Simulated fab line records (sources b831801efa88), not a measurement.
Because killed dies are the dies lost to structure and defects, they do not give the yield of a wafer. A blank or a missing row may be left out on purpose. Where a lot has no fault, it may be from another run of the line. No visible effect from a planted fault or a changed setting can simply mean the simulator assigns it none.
Problem report in the 8D (eight disciplines) form, filled by code	flow gf180mcu	the parts of the form that need people (team, actions taken, sign-off) are left out

== 1. WHAT WENT WRONG ==
Across 2 wafers from 2 lots, NSD_RS at GF_PSD_RS_MEAS_14 averages 42.53 ohm/sq, while fault-free wafers read 46.11 ohm/sq with a standard deviation of 0.092. Relative to the usual mean, that is a shift of -39 standard deviations.
The step: measures by four-point-probe.
Earliest sighting: wafer L566.5 on film-metro-04 at day 17 18:52. The record has a number at this step for 36 wafers belonging to 12 lots. Rule for "out" (also "out of limits"): further than 4 standard deviations from the usual mean. The other wafers with a number count as sound.

== 2. WHAT IT IS, WHAT IT ISN'T ==
question	is	is not
which readings at this step	NSD_RS	-
which lots	L566, L567	L556, L558, L559, L560, L573, L575, L576, L577, L578, L579
which wafers of those lots	L566.5, L567.3	L566.4, L566.6, L567.1, L567.4
read on which gauges	film-metro-01, film-metro-04	film-metro-03
when	from day 17 18:52	up to then (14 sound wafers); but 20 sound wafers of L567, L573, L575, L576, L577, L578, L579 came after

== 3. SUSPECTS, AND WHAT RULES EACH OUT ==
Counting: any tool at a process step up to the reading remains a suspect provided it ran every lot that is out. Sound lots after the first of them don't rule it out here, since some wafers of a struck lot are sound.
- the gauge at GF_PSD_RS_MEAS_14: ruled out. The wafers that are out were read on 2 gauges (film-metro-01, film-metro-04).
- rtp-anneal-02 at GF_PSD_RTA_13 (time 20 s): kept. Ran every lot that is out, first one L566 (day 17 18:46); last sound lot up to then L560 (day 15 14:17). Its own run-length-s readings are out on those wafers.
Left after counting: rtp-anneal-02 at GF_PSD_RTA_13.

== 4. THE CAUSE (what the simulator had put in) ==
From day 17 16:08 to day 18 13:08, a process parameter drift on rtp-anneal-02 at GF_PSD_RTA_13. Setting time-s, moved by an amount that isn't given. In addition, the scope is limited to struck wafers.
Only this tool survived the counting.

== 5. THE EFFECT CHAIN, in route order ==
Each row: a reading where the mean over the struck wafers with a number is more than 3 standard deviations away from the usual. Scope: only readings with a usual standard deviation given in the record; hours: median across lots of the time from each lot's start at the first step in this table that gives one to its start at this step; sigmas: change in usual standard deviations.
hours	step	reading	usual	on struck wafers	change	sigmas
0	GF_PSD_RTA_13	run-length-s	48.7 s	67.8	+19.1	+64
0	GF_PSD_RS_MEAS_14	NSD_RS	46.11 ohm/sq	42.53	-3.58	-39
5	GF_PSD_RS_MEAS_15	PSD_RS	107.74 ohm/sq	101.56	-6.18	-23
Process steps it contains:
- GF_PSD_RTA_13: time 20 s.

== 6. WHAT WOULD HAVE CAUGHT IT SOONER ==
In this record the first reading out of limits at a measuring or inspecting step was taken at day 17 18:52, 3 hours after the fault began at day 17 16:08.
The tool's own readings at GF_PSD_RTA_13 were out on every struck wafer that the step has a row for (run-length-s): an alarm limit on them would have fired on the first of those.
Of the lots that are out (2), L567 began GF_PSD_RTA_13 on rtp-anneal-02 after day 17 18:52. A hold on the tool at that time would have spared it.
